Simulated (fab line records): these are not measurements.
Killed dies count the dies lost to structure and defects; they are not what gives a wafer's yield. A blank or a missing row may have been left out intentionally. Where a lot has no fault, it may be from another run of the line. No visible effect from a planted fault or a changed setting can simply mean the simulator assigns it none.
Matching of chambers + flow sky130 + 4 sister chambers for SKY_FIELD_ISO_ETCH_17 on rie si-01
The step etches Si in HBr/Cl2/O2, target depth 342 nm, time 97.7 s. 8 wafers are shown with their chamber, then 11 later ones without.

WAFERS, EACH WITH ITS CHAMBER
| wafer  | chamber | drypump motor current A (A) | O2_flow_sccm (sccm) |
|--------|---------|-----------------------------|---------------------|
| L080.1 | 3       | 5.9                         | 6.007               |
| L082.1 | 2       | 6.2                         | 5.996               |
| L082.5 | 0       | 5.5                         | 6.034               |
| L082.6 | 1       | 5.2                         | 6.007               |
| L085.1 | 3       | 6.0                         | 5.951               |
| L085.3 | 1       | 5.1                         | 6.006               |
| L085.4 | 0       | 5.6                         | 6.052               |
| L087.1 | 2       | 6.2                         | 5.996               |

WAFERS WITHOUT THEIR CHAMBER
| wafer  | drypump motor current A (A) | O2_flow_sccm (sccm) |
|--------|-----------------------------|---------------------|
| L087.5 | 5.2                         | 6.001               |
| L087.6 | 6.2                         | 5.992               |
| L090.1 | 6.0                         | 5.965               |
| L090.4 | 6.0                         | 6.000               |
| L090.6 | 5.6                         | 5.999               |
| L096.1 | 5.5                         | 5.984               |
| L096.2 | 6.2                         | 6.034               |
| L096.5 | 5.9                         | 6.003               |
| L097.3 | 6.1                         | 5.983               |
| L097.5 | 6.0                         | 5.997               |
| L097.6 | 6.1                         | 5.970               |

WHICH CHAMBER EACH ONE RAN IN
| wafer  | from the rows above     | in truth |
|--------|-------------------------|----------|
| L087.5 | 1                       | 1        |
| L087.6 | 2                       | 2        |
| L090.1 | 3                       | 3        |
| L090.4 | can't be placed: 3 or 2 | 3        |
| L090.6 | 0                       | 0        |
| L096.1 | 0                       | 0        |
| L096.2 | 2                       | 2        |
| L096.5 | 3                       | 3        |
| L097.3 | can't be placed: 2 or 3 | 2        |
| L097.5 | 3                       | 3        |
| L097.6 | can't be placed: 2 or 3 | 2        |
Placed correctly: 8 of 11. From these rows, 3 cannot be placed; in 3 the true chamber is one of the candidates. Wrongly placed: 0.
How it was worked out, from the rows above alone: a wafer's distance from a chamber is the root of the sum, over the readings, of the square of ((its reading less the chamber's mean) divided by the reading's scatter). If the next closest chamber is less than 2 further off than the closest, the wafer can't be placed; otherwise it belongs to the closest. A chamber's mean is the mean of its shown wafers. How the scatter is found: for the shown wafers, subtract from each reading the mean of its chamber, square and add these, divide the total by (wafers less chambers), then take the root.
